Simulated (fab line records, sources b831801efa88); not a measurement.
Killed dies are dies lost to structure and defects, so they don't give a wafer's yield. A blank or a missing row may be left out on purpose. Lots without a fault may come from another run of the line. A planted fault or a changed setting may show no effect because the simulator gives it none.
A struck lot beside a sound one | flow sky130 | 18 steps out of a route of 708
Sound: wafers L398.2, L398.5, L398.6. Struck: wafer L405.1. (L405.4, L405.6 of the same lot were not struck and are left out.) The cause comes at the end.
At each step with rows: each side's tool, then ch and its chambers, then its first start. Under that, the readings that differ: sound wafers | struck wafers | difference of the means | sigmas: that difference in standard deviations of wafers without a fault.
alike: readings whose means differ by less than 2 such deviations, and words and numbers that are the same on both sides. not compared: withheld readings, readings that some wafer has no value for, bounds like >300 that may hide the same value, and numbers for which the record gives no deviation and whose values overlap.
The two part at a step that has a row with sigmas, a row that says differs or no value, or rows on one side only. Numbers that don't overlap but have no deviation are shown without sigmas and don't part them. A reading that every wafer of one side lacks parts them only if that side has two wafers or more.

first, 3 steps without rows for these wafers: SKY_VIA3_EXPOSE_09 (exposes mask VIM3, target cd 200 nm); SKY_VIA3_PEB_10; SKY_VIA3_DEVELOP_11 (develop time 60 s).
SKY_VIA3_CD_MEAS_12: target cd 200 nm.
  sound on cd_sem-01, day 40 02:41; struck on cd_sem-01, day 42 03:10
  alike: cd_nm
SKY_VIA3_OVL_MEAS_13:
  sound on overlay-01, day 40 02:48; struck on overlay-02, day 42 03:17
  alike: VIA3_OVL
SKY_VIA3_ETCH_14: etches BARC in N2/H2, stops on SiO2, time 45.9 s, target depth 60 nm.
  sound on rie_diel-04 ch 0,2, day 40 02:50; struck on rie_diel-04 ch 0, day 42 03:20
  alike: drypump_motor_current_A, oes_product_au, throttle_valve_pct
  not compared: rf_hours_counter_h
SKY_VIA3_ETCH_15: etches SiO2 in C4F8/O2/Ar, stops on TiN, target depth 507 nm, time 78 s.
  sound on rie_diel-04 ch 0,2, day 40 02:52; struck on rie_diel-04 ch 0, day 42 03:22
  alike: oes_product_au
  not compared: rf_hours_counter_h
SKY_VIA3_STRIP_16: strips in O2/N2.
  sound on plasma_asher-04 ch 0,1, day 40 02:56; struck on plasma_asher-04 ch 1, day 42 03:26
  alike: drypump_motor_current_A, o2_flow_sccm, oes_product_au, strip_time_to_endpoint_s
  not compared: rf_hours_counter_h
then, 3 steps without rows for these wafers: SKY_VIA3_STRIP_17 (strips in post etch residue remover, time 1200 s); SKY_VIA3_CLEAN_18 (cleans in IPA, time 180 s); SKY_VIA3_CLEAN_19 (cleans in O3/DIW).
SKY_VIA3_SPUTTER_20: material TiN, target thk 20 nm, time 80 s.
  sound on pvd_sputter-01, day 40 03:34; struck on pvd_sputter-02, day 42 04:01
  reading                | sound          | struck | difference | sigmas
  throttle_valve_pct (%) | 29.6 29.7 31.4 | 32.0   | +1.8       | +2
SKY_VIA3_CVD_21: deposits W, target thk 390 nm, time 117.31 s.
  sound on cvd_w-02 ch 0,1, day 40 03:38; struck on cvd_w-02 ch 1, day 42 04:05
  reading                            | sound             | struck | difference | sigmas
  chamber_pressure_Torr (Torr)       | 40.12 40.02 40.02 | 23.60  | -16.45     | -99 or more
  model.W_of_VIA3_CVD_21.thk_nm (nm) | 380.5 388.8 385.4 | 304.7  | -80.2      |
  alike: heater_power_w
SKY_VIA3_RS_MEAS_22: measures by four-point-probe.
  sound on film_metro-04, day 40 03:46; struck on film_metro-03, day 42 04:13
  reading            | sound             | struck | difference | sigmas
  VIA3_W_RS (ohm/sq) | 0.302 0.296 0.298 | 0.378  | +0.079     | +24
SKY_VIA3_THK_MEAS_23: measures by xrf.
  sound on film_metro-04, day 40 03:53; struck on film_metro-03, day 42 04:20
  reading         | sound       | struck | difference | sigmas
  VIA3_W_THK (nm) | 387 393 390 | 302    | -88        | -18
SKY_VIA3_CMP_24: polishes, stops on SiO2, t overpolish 20 s, target thk 0 nm.
  sound on cmp-02 ch 2,3, day 40 03:56; struck on cmp-01 ch 3, day 42 04:23
  reading                | sound    | struck | difference | sigmas
  time_to_endpoint_s (s) | 93 96 95 | 72     | -23        | -6
  alike: motor_current_A
SKY_METAL4_SPUTTER_00: material Ti, target thk 15 nm, time 10 s.
  sound on pvd_sputter-03, day 40 04:14; struck on pvd_sputter-01, day 42 04:41
  alike: throttle_valve_pct
-- the record jumps here: 6 days lie between the struck wafers' starts before and after (it left off in module METAL4 and takes up again in module PAD_OPEN, whose first step shown is number 708 of the route) --
SKY_PAD_OPEN_PROBE_99:
  sound on prober-01, day 46 05:23; struck on prober-01, day 47 22:32
  reading                 | sound          | struck | difference | sigmas
  killed_at_M4_up         | 5 2 7          | 1      | -4         | -2
  killed_at_contacts      | 26 28 26       | 16     | -11        | -2
  sort_bin_5_function (%) | 10.4 13.2 11.4 | 8.7    | -3.0       | -2
  alike: defect_limited_yield, killed_at_M0_to_M3, killed_at_front_end, killed_at_other, killed_dies, killed_open, killed_short, sort_bin_3_pad_short, sort_bin_6_memory, sort_n_pass, sort_yield_pct

WHERE THEY PART
First at SKY_VIA3_SPUTTER_20; last, within this record, at SKY_PAD_OPEN_PROBE_99.

WHY: what the simulator had put in
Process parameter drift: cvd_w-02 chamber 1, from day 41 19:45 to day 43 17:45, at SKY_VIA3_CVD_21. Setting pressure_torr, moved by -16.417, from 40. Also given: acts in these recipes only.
